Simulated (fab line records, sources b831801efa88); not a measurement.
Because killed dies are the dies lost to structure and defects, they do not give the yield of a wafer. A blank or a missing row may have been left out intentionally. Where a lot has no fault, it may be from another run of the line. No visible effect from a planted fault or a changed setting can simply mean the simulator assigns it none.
Which of the tools did it? ; flow sky130 ; 12 lots with 36 wafers sampled at 2 steps, on a route of 708 steps

## WHAT EACH GAUGE READ, for each wafer
SKY_CAP2M_RS_MEAS_03: the measuring method here is four-point-probe. Usual: CAP2M_TIN_RS gives 6.91 ohm/sq (standard deviation 0.075).
lot;measured;on;CAP2M_TIN_RS (ohm/sq);flag
L796;day 39 21:24;filmMetro-01;6.92 7.05 6.95;
L798;day 40 13:37;filmMetro-01;6.96 6.93 6.93;
L801;day 41 17:59;filmMetro-01;7.01 6.89 6.85;
L805;day 42 12:01;filmMetro-01;6.74 6.77 6.86;
L806;day 43 01:19;filmMetro-01;6.89 7.03 6.92;
L808;day 43 14:40;filmMetro-02;6.89 6.97 7.01;
L812;day 44 13:02;filmMetro-02;6.85 6.89 6.89;
L813;day 44 19:37;filmMetro-01;6.78 6.77 6.75;
L814;day 45 09:01;filmMetro-01;6.85 6.92 7.02;
L816;day 45 23:59;filmMetro-04;6.84 6.96 6.81;
L817;day 46 01:21;filmMetro-01;7.05 6.97 7.01;
L818;day 46 02:07;filmMetro-01;6.97 6.93 6.90;

SKY_METAL4_OVL_MEAS_14. Usual: METAL4_OVL gives -3 nm (standard deviation 5.4).
lot;measured;on;METAL4_OVL (nm);flag
L796;day 41 21:31;overlay-02;-9 -8 -10;
L798;day 42 12:49;overlay-02;5 0 6;
L801;day 43 16:34;overlay-01;-5 -9 -9;
L805;day 44 10:31;overlay-02;-7 -4 -4;
L806;day 44 22:37;overlay-01;-8 -11 -9;
L808;day 45 11:19;overlay-02;-6 -5 2;
L812;day 46 08:16;overlay-01;-4 -3 -9;
L813;day 46 13:10;overlay-02;6 1 2;
L814;day 47 02:07;overlay-01;-6 1 -6;
L816;day 47 16:26;overlay-01;-6 -6 -8;
L817;day 47 18:13;overlay-02;4 6 -5;
L818;day 47 18:53;overlay-01;-2 -8 -3;

## WHICH TOOL RAN EACH LOT (tool, then ch and the chambers of the sampled wafers, then the start)
There is no process step in the record ahead of these readings.

## WHAT THE TOOLS THEMSELVES READ (means of the sampled wafers that have a number; where no wafer has one, the mark that the record gives instead)
The record holds no such reading with a usual standard deviation.

## THE ANSWER, worked out from the rows above alone
Rule: a lot is off if the mean of its wafers that have a number lies more than 3 standard deviations from the usual mean. Also off: a lot with no number at a reading for which 4 or more lots have one. The other lots that the step has rows for count as sound. First the gauges in route order, then the tools' own readings, where a lot's mean is used as printed above. At the first step where some lot is off, the reading lying furthest off is the one used; lots without a number count as furthest.
No lot is off at any reading shown: from this, nothing can be told.

## WHAT THE SIMULATOR HAD INSERTED
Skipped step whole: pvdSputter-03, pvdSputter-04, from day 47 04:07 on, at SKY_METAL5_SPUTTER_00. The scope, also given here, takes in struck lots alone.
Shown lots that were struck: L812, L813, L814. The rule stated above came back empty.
